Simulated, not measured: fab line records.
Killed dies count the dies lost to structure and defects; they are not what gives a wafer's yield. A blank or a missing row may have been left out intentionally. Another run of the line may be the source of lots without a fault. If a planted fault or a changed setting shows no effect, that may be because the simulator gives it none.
Which tool is to blame? || flow gf180mcu || Sampling: 13 lots, 39 wafers, 4 of 602 route steps

## WHAT EACH GAUGE READ, for each wafer
GF_PASSIVATION_BOW_MEAS_14. Usual: PASSIVATION_BOW typically reads 137 um, with standard deviation 8.9.
{"lot": "L699", "measured": "day 28 19:17", "on": "film-metro-02", "PASSIVATION_BOW (um)": "140 143 128", "flag": ""}
{"lot": "L700", "measured": "day 29 14:29", "on": "film-metro-03", "PASSIVATION_BOW (um)": "134 132 135", "flag": ""}
{"lot": "L702", "measured": "day 30 04:37", "on": "film-metro-03", "PASSIVATION_BOW (um)": "127 130 126", "flag": ""}
{"lot": "L703", "measured": "day 30 10:25", "on": "film-metro-02", "PASSIVATION_BOW (um)": "137 124 129", "flag": ""}
{"lot": "L705", "measured": "day 31 04:55", "on": "film-metro-03", "PASSIVATION_BOW (um)": "145 149 134", "flag": ""}
{"lot": "L711", "measured": "day 32 11:17", "on": "film-metro-03", "PASSIVATION_BOW (um)": "142 138 135", "flag": ""}
{"lot": "L715", "measured": "day 33 13:49", "on": "film-metro-03", "PASSIVATION_BOW (um)": "122 137 118", "flag": ""}
{"lot": "L716", "measured": "day 33 15:07", "on": "film-metro-02", "PASSIVATION_BOW (um)": "143 147 151", "flag": ""}
{"lot": "L718", "measured": "day 34 01:19", "on": "film-metro-04", "PASSIVATION_BOW (um)": "149 137 141", "flag": ""}
{"lot": "L719", "measured": "day 34 08:28", "on": "film-metro-03", "PASSIVATION_BOW (um)": "138 124 136", "flag": ""}
{"lot": "L720", "measured": "day 34 14:18", "on": "film-metro-03", "PASSIVATION_BOW (um)": "144 135 134", "flag": ""}
{"lot": "L721", "measured": "day 34 16:20", "on": "film-metro-04", "PASSIVATION_BOW (um)": "123 138 130", "flag": ""}
{"lot": "L722", "measured": "day 34 23:52", "on": "film-metro-04", "PASSIVATION_BOW (um)": "131 126 138", "flag": ""}

## WHAT TOOL EACH LOT RAN ON (gives the tool, then ch and the chambers of the sampled wafers, and finally the start)
{"lot": "L699", "GF_TOP_METAL_SPUTTER_00": "pvd-sputter-01, day 27 00:14", "GF_TOP_METAL_METAL_ETCH_16": "rie-metal-01 ch 0,1, day 27 20:49", "GF_PASSIVATION_CVD_00": "pecvd-01 ch 1,2, day 27 21:32"}
{"lot": "L700", "GF_TOP_METAL_SPUTTER_00": "pvd-sputter-04, day 27 19:24", "GF_TOP_METAL_METAL_ETCH_16": "rie-metal-02 ch 0, day 28 15:44", "GF_PASSIVATION_CVD_00": "pecvd-03 ch 0,1,2, day 28 16:27"}
{"lot": "L702", "GF_TOP_METAL_SPUTTER_00": "pvd-sputter-03, day 28 11:47", "GF_TOP_METAL_METAL_ETCH_16": "rie-metal-01 ch 0,1, day 29 06:59", "GF_PASSIVATION_CVD_00": "pecvd-01 ch 0,1,2, day 29 07:47"}
{"lot": "L703", "GF_TOP_METAL_SPUTTER_00": "pvd-sputter-04, day 28 17:17", "GF_TOP_METAL_METAL_ETCH_16": "rie-metal-01 ch 0,1, day 29 13:05", "GF_PASSIVATION_CVD_00": "pecvd-01 ch 0,1,2, day 29 13:48"}
{"lot": "L705", "GF_TOP_METAL_SPUTTER_00": "pvd-sputter-03, day 29 12:56", "GF_TOP_METAL_METAL_ETCH_16": "rie-metal-01 ch 0,1, day 30 07:59", "GF_PASSIVATION_CVD_00": "pecvd-03 ch 0,1,2, day 30 08:43"}
{"lot": "L711", "GF_TOP_METAL_SPUTTER_00": "pvd-sputter-03, day 30 21:41", "GF_TOP_METAL_METAL_ETCH_16": "rie-metal-02 ch 0,1, day 31 15:54", "GF_PASSIVATION_CVD_00": "pecvd-01 ch 1,2, day 31 16:36"}
{"lot": "L715", "GF_TOP_METAL_SPUTTER_00": "pvd-sputter-04, day 32 02:41", "GF_TOP_METAL_METAL_ETCH_16": "rie-metal-01 ch 0,1, day 32 19:08", "GF_PASSIVATION_CVD_00": "pecvd-01 ch 0,1, day 32 19:51"}
{"lot": "L716", "GF_TOP_METAL_SPUTTER_00": "pvd-sputter-03, day 32 03:37", "GF_TOP_METAL_METAL_ETCH_16": "rie-metal-04 ch 0,1, day 32 20:06", "GF_PASSIVATION_CVD_00": "pecvd-03 ch 1,2, day 32 20:49"}
{"lot": "L718", "GF_TOP_METAL_SPUTTER_00": "pvd-sputter-04, day 32 13:53", "GF_TOP_METAL_METAL_ETCH_16": "rie-metal-02 ch 0,1, day 33 06:43", "GF_PASSIVATION_CVD_00": "pecvd-01 ch 0,1,2, day 33 07:26"}
{"lot": "L719", "GF_TOP_METAL_SPUTTER_00": "pvd-sputter-01, day 32 22:29", "GF_TOP_METAL_METAL_ETCH_16": "rie-metal-04 ch 0,1, day 33 14:25", "GF_PASSIVATION_CVD_00": "pecvd-01 ch 0,1,2, day 33 15:07"}
{"lot": "L720", "GF_TOP_METAL_SPUTTER_00": "pvd-sputter-03, day 33 04:41", "GF_TOP_METAL_METAL_ETCH_16": "rie-metal-01 ch 1, day 33 20:29", "GF_PASSIVATION_CVD_00": "pecvd-03 ch 0,1, day 33 21:12"}
{"lot": "L721", "GF_TOP_METAL_SPUTTER_00": "pvd-sputter-04, day 33 06:20", "GF_TOP_METAL_METAL_ETCH_16": "rie-metal-01 ch 0,1, day 33 22:28", "GF_PASSIVATION_CVD_00": "pecvd-03 ch 0,1, day 33 23:07"}
{"lot": "L722", "GF_TOP_METAL_SPUTTER_00": "pvd-sputter-03, day 33 17:07", "GF_TOP_METAL_METAL_ETCH_16": "rie-metal-01 ch 0,1, day 34 08:18", "GF_PASSIVATION_CVD_00": "pecvd-04 ch 0,1,2, day 34 09:01"}
- GF_TOP_METAL_SPUTTER_00: material Ti, target thk 37.5 nm, time 150 s.
- GF_TOP_METAL_METAL_ETCH_16: etches the open film in Cl2/BCl3, stops on SiO2, target depth 1077.5 nm, time 179.6 s.
- GF_PASSIVATION_CVD_00: deposits SiO2 from TEOS, target thk 1000 nm, time 111.95 s.

## WHAT THE TOOLS THEMSELVES READ (means of the sampled wafers that have a number; where no wafer has one, the mark that the record gives instead)
GF_TOP_METAL_SPUTTER_00. Usual: 29.7 % for throttle-valve-pct, sd 0.76.
{"lot": "L699", "tool": "pvd-sputter-01", "throttle-valve-pct (%)": 29.8, "flag": ""}
{"lot": "L700", "tool": "pvd-sputter-04", "throttle-valve-pct (%)": 30.0, "flag": ""}
{"lot": "L702", "tool": "pvd-sputter-03", "throttle-valve-pct (%)": 29.3, "flag": ""}
{"lot": "L703", "tool": "pvd-sputter-04", "throttle-valve-pct (%)": 30.2, "flag": ""}
{"lot": "L705", "tool": "pvd-sputter-03", "throttle-valve-pct (%)": 29.5, "flag": ""}
{"lot": "L711", "tool": "pvd-sputter-03", "throttle-valve-pct (%)": 29.4, "flag": ""}
{"lot": "L715", "tool": "pvd-sputter-04", "throttle-valve-pct (%)": 29.7, "flag": ""}
{"lot": "L716", "tool": "pvd-sputter-03", "throttle-valve-pct (%)": 29.1, "flag": ""}
{"lot": "L718", "tool": "pvd-sputter-04", "throttle-valve-pct (%)": 30.7, "flag": ""}
{"lot": "L719", "tool": "pvd-sputter-01", "throttle-valve-pct (%)": 29.5, "flag": ""}
{"lot": "L720", "tool": "pvd-sputter-03", "throttle-valve-pct (%)": 29.5, "flag": ""}
{"lot": "L721", "tool": "pvd-sputter-04", "throttle-valve-pct (%)": 30.5, "flag": ""}
{"lot": "L722", "tool": "pvd-sputter-03", "throttle-valve-pct (%)": 29.1, "flag": ""}

GF_TOP_METAL_METAL_ETCH_16. Usual: drypump-motor-current-A 5.9 A, standard deviation 0.32; oes-product-au 0.967 a.u., standard deviation 0.0066; throttle-valve-pct 28.256 %, standard deviation 0.012.
{"lot": "L699", "tool": "rie-metal-01", "drypump-motor-current-A (A)": 5.8, "oes-product-au (a.u.)": 0.966, "throttle-valve-pct (%)": 28.248, "flag": ""}
{"lot": "L700", "tool": "rie-metal-02", "drypump-motor-current-A (A)": 6.3, "oes-product-au (a.u.)": 0.962, "throttle-valve-pct (%)": 28.268, "flag": ""}
{"lot": "L702", "tool": "rie-metal-01", "drypump-motor-current-A (A)": 5.8, "oes-product-au (a.u.)": 0.969, "throttle-valve-pct (%)": 28.265, "flag": ""}
{"lot": "L703", "tool": "rie-metal-01", "drypump-motor-current-A (A)": 5.9, "oes-product-au (a.u.)": 0.968, "throttle-valve-pct (%)": 28.254, "flag": ""}
{"lot": "L705", "tool": "rie-metal-01", "drypump-motor-current-A (A)": 5.8, "oes-product-au (a.u.)": 0.966, "throttle-valve-pct (%)": 28.254, "flag": ""}
{"lot": "L711", "tool": "rie-metal-02", "drypump-motor-current-A (A)": 6.2, "oes-product-au (a.u.)": 0.959, "throttle-valve-pct (%)": 28.272, "flag": ""}
{"lot": "L715", "tool": "rie-metal-01", "drypump-motor-current-A (A)": 5.9, "oes-product-au (a.u.)": 0.966, "throttle-valve-pct (%)": 28.270, "flag": ""}
{"lot": "L716", "tool": "rie-metal-04", "drypump-motor-current-A (A)": 5.7, "oes-product-au (a.u.)": 0.964, "throttle-valve-pct (%)": 28.255, "flag": ""}
{"lot": "L718", "tool": "rie-metal-02", "drypump-motor-current-A (A)": 6.3, "oes-product-au (a.u.)": 0.969, "throttle-valve-pct (%)": 28.269, "flag": ""}
{"lot": "L719", "tool": "rie-metal-04", "drypump-motor-current-A (A)": 5.7, "oes-product-au (a.u.)": 0.973, "throttle-valve-pct (%)": 28.258, "flag": ""}
{"lot": "L720", "tool": "rie-metal-01", "drypump-motor-current-A (A)": 5.9, "oes-product-au (a.u.)": 0.960, "throttle-valve-pct (%)": 28.263, "flag": ""}
{"lot": "L721", "tool": "rie-metal-01", "drypump-motor-current-A (A)": 5.9, "oes-product-au (a.u.)": 0.968, "throttle-valve-pct (%)": 28.253, "flag": ""}
{"lot": "L722", "tool": "rie-metal-01", "drypump-motor-current-A (A)": 5.9, "oes-product-au (a.u.)": 0.970, "throttle-valve-pct (%)": 28.265, "flag": ""}

GF_PASSIVATION_CVD_00. Usual: 725 W for heater-power-w, sd 78.
{"lot": "L699", "tool": "pecvd-01", "heater-power-w (W)": 793, "flag": ""}
{"lot": "L700", "tool": "pecvd-03", "heater-power-w (W)": 629, "flag": ""}
{"lot": "L702", "tool": "pecvd-01", "heater-power-w (W)": 799, "flag": ""}
{"lot": "L703", "tool": "pecvd-01", "heater-power-w (W)": 796, "flag": ""}
{"lot": "L705", "tool": "pecvd-03", "heater-power-w (W)": 705, "flag": ""}
{"lot": "L711", "tool": "pecvd-01", "heater-power-w (W)": 721, "flag": ""}
{"lot": "L715", "tool": "pecvd-01", "heater-power-w (W)": 791, "flag": ""}
{"lot": "L716", "tool": "pecvd-03", "heater-power-w (W)": 681, "flag": ""}
{"lot": "L718", "tool": "pecvd-01", "heater-power-w (W)": 760, "flag": ""}
{"lot": "L719", "tool": "pecvd-01", "heater-power-w (W)": 817, "flag": ""}
{"lot": "L720", "tool": "pecvd-03", "heater-power-w (W)": 671, "flag": ""}
{"lot": "L721", "tool": "pecvd-03", "heater-power-w (W)": 679, "flag": ""}
{"lot": "L722", "tool": "pecvd-04", "heater-power-w (W)": 688, "flag": ""}

## THE ANSWER, worked out from the rows above alone
Rule: lot off if the mean of its wafers having a number is beyond 3 standard deviations from the usual mean. Also off: a lot with no number at a reading for which 4 or more lots have one. Any other lot the step has rows for is counted as sound. After the gauges, taken in route order, come the tools' own readings; for these a lot's mean is taken, as printed above. The first step at which some lot is off is used, and at that step the reading that is off furthest; a lot without a number counts as furthest.
No lot is off on any of the readings shown, so nothing can be concluded from this.

## WHAT WAS PUT IN BY THE SIMULATOR
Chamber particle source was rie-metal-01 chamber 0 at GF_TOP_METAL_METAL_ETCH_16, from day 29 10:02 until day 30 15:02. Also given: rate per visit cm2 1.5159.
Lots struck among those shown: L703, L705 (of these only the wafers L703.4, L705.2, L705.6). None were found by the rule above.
